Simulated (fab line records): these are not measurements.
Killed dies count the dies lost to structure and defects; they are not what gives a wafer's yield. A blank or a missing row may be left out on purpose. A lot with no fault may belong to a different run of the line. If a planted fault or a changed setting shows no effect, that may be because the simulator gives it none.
Check for tools in common    flow sky130    36 wafers sampled across 12 lots

## REASON IT WAS OPENED
3 of 12 lots carry a flag on the reading LDD_HVN_TW at SKY_LDD_HVN_TW_MEAS_10. Fault-free wafers read 1432, with a standard deviation of 7.4.
Rule: a lot is flagged when every wafer of it that has a number lies more than 4 standard deviations from that mean, or none has a number. All remaining lots are regarded as sound.

lot   measured      on             LDD_HVN_TW, wafer by wafer  flag
L263  day 20 03:11  film-metro-04  1773 1770 1768              FLAGGED
L264  day 20 19:23  film-metro-04  1420 1423 1426              
L268  day 22 09:56  film-metro-04  1426 1419 1423              
L272  day 23 17:14  film-metro-04  1773 1781 1780              FLAGGED
L273  day 24 00:19  film-metro-01  1787 1789 1782              FLAGGED
L275  day 24 19:11  film-metro-02  1437 1431 1426              
L277  day 25 07:59  film-metro-04  1437 1427 1433              
L279  day 26 13:24  film-metro-04  1421 1422 1428              
L280  day 26 15:46  film-metro-01  1437 1442 1432              
L281  day 26 21:38  film-metro-01  1438 1444 1431              
L284  day 28 00:11  film-metro-02  1433 1432 1424              
L285  day 28 05:34  film-metro-01  1436 1435 1437              
On average the flagged lots' numbers are 1778, which is +346 against the usual, or +47 standard deviations.

## WHICH TOOL EACH LOT WENT THROUGH
Before the reading, the record contains 2 process steps out of a 708-step route. Read each cell as the tool, then ch plus the chambers that the sampled wafers visited, then the start.
lot   flag     SKY_POLY_GATE_ETCH_16               SKY_LDD_HVN_IMPLANT_08
L263  FLAGGED  rie-diel-02 ch 0,2, day 16 03:08    implanter-02 ch 0, day 20 02:38
L264           rie-diel-03 ch 1,2,3, day 16 20:13  implanter-03 ch 0, day 20 19:08
L268           rie-diel-03 ch 1,2,3, day 18 07:32  implanter-01 ch 0, day 22 09:41
L272  FLAGGED  rie-diel-02 ch 0,2,3, day 19 17:20  implanter-01 ch 0, day 23 16:40
L273  FLAGGED  rie-diel-03 ch 0,3, day 20 00:28    implanter-02 ch 0, day 23 23:25 and implanter-01 ch 0, day 23 23:59
L275           rie-diel-04 ch 0,1,3, day 20 21:01  implanter-02 ch 0, day 24 18:58
L277           rie-diel-02 ch 1,3, day 21 11:19    implanter-01 ch 0, day 25 07:46
L279           rie-diel-03 ch 1,2, day 22 16:08    implanter-02 ch 0, day 26 13:11
L280           rie-diel-04 ch 1,2, day 22 20:16    implanter-03 ch 0, day 26 15:31
L281           rie-diel-03 ch 2,3, day 23 01:16    implanter-03 ch 0, day 26 21:22
L284           rie-diel-04 ch 0,1, day 24 05:25    implanter-02 ch 0, day 27 23:58
L285           rie-diel-02 ch 0,3, day 24 10:31    implanter-02 ch 0, day 28 05:19
What these steps do:
- SKY_POLY_GATE_ETCH_16: etches Si3N4 in CH3F/O2, stops on poly-Si, time 147.5 s, target depth 75 nm.
- SKY_LDD_HVN_IMPLANT_08
- SKY_LDD_HVN_TW_MEAS_10

## FLAGGED AGAINST TOTAL, ONE TOOL AT A TIME (gauges that did the reading follow at the end)
step                    tool           lots run  flagged  share of the flagged lots  sound lots run after its first flagged lot
SKY_POLY_GATE_ETCH_16   rie-diel-02    4         2        some                       2 (L277,L285)
SKY_POLY_GATE_ETCH_16   rie-diel-03    5         1        some                       2 (L279,L281)
SKY_POLY_GATE_ETCH_16   rie-diel-04    3         0        none                       -
SKY_LDD_HVN_IMPLANT_08  implanter-01   4         2        some                       1 (L277)
SKY_LDD_HVN_IMPLANT_08  implanter-02   6         2        some                       4 (L275,L279,L284,L285)
SKY_LDD_HVN_IMPLANT_08  implanter-03   3         0        none                       -
SKY_LDD_HVN_TW_MEAS_10  film-metro-01  4         1        some                       3 (L280,L281,L285)
SKY_LDD_HVN_TW_MEAS_10  film-metro-02  2         0        none                       -
SKY_LDD_HVN_TW_MEAS_10  film-metro-04  6         2        some                       4 (L264,L268,L277,L279)

## WHAT THE TABLE PERMITS
No row of the table ran every flagged lot.

## WHAT WAS PUT IN BY THE SIMULATOR
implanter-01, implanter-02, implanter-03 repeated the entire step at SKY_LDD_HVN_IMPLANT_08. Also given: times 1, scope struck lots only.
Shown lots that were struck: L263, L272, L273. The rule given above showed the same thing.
